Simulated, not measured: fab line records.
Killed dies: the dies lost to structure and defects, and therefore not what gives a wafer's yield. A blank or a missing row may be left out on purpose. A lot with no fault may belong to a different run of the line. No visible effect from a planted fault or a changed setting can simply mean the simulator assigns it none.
Problem report in the 8D (eight disciplines) form, filled by code	flow sky130	the parts of the form that need people (team, actions taken, sign-off) are left out

## 1. WHAT WENT WRONG
Across 6 wafers from 2 lots, FIELD_ISO_CVD_24_THK at SKY_FIELD_ISO_THK_MEAS_25 averages 1038 nm, while fault-free wafers read 597 nm with a standard deviation of 5.6. That is +79 standard deviations from the usual mean.
First seen on wafer L145.1, day 5 10:22, on filmMetro-03. Wafers with a number at this step in the record: 39, from 13 lots. The rule behind "out" and "out of limits": a value lying over 4 standard deviations away from the usual mean. All remaining wafers that have a number are taken as sound.

## 2. WHAT IT IS; WHAT IT IS NOT
question	is	is not
which readings at this step	FIELD_ISO_CVD_24_THK	-
which lots	L145, L146	L131, L132, L133, L134, L136, L138, L147, L149, L150, L153, L154
which wafers of those lots	all that have a number	-
read on which gauges	filmMetro-03, filmMetro-04	filmMetro-01
when	from day 5 10:22	up to then (18 sound wafers); but 15 sound wafers of L147, L149, L150, L153, L154 came after

## 3. THE SUSPECTS, EACH WITH WHAT RULES IT OUT
Counting: a tool stays on the suspect list if, at a process step up to the reading, it processed all lots that are out and no sound lot following the first of them.
- ruled out: the gauge at SKY_FIELD_ISO_THK_MEAS_25. The wafers that are out were read on 2 gauges (filmMetro-03, filmMetro-04).
- hdpcvd-02 at SKY_FIELD_ISO_CVD_24 (deposits SiO2, target thk 595 nm, time 99.2 s): kept. It ran every lot that is out, first L145 (day 5 10:18), and no sound lot after that; its last sound lot up to then is L136 (day 3 10:26).
Remaining after the count: hdpcvd-02 at SKY_FIELD_ISO_CVD_24.

## 4. THE CAUSE (what the simulator had put in)
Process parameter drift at SKY_FIELD_ISO_CVD_24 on hdpcvd-02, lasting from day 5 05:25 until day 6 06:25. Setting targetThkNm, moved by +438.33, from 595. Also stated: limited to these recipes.
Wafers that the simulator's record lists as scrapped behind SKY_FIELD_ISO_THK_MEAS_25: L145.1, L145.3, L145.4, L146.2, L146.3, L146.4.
Counting left only this tool.

## 5. THE EFFECT CHAIN, in route order
One row per reading whose mean, taken over the struck wafers that have a number, lies over 3 standard deviations from the usual. Only readings whose record carries a usual standard deviation are examined. hours: median over the lots of the time between each lot's start at the first step of this table that gives one and its start at this step. sigmas: the change, counted in usual standard deviations.
hours	step	reading	usual	on struck wafers	change	sigmas
0	SKY_FIELD_ISO_THK_MEAS_25	FIELD_ISO_CVD_24_THK	597 nm	1038	+441	+79

## 6. WHAT WOULD HAVE CAUGHT IT SOONER
The first out-of-limits reading at a measuring or inspecting step in this record came at day 5 10:22, 5 hours after the fault's start at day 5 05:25.
Lots out: 2; of these, L146 started SKY_FIELD_ISO_CVD_24 on hdpcvd-02 after day 5 10:22. Holding the tool at that time would have saved it.
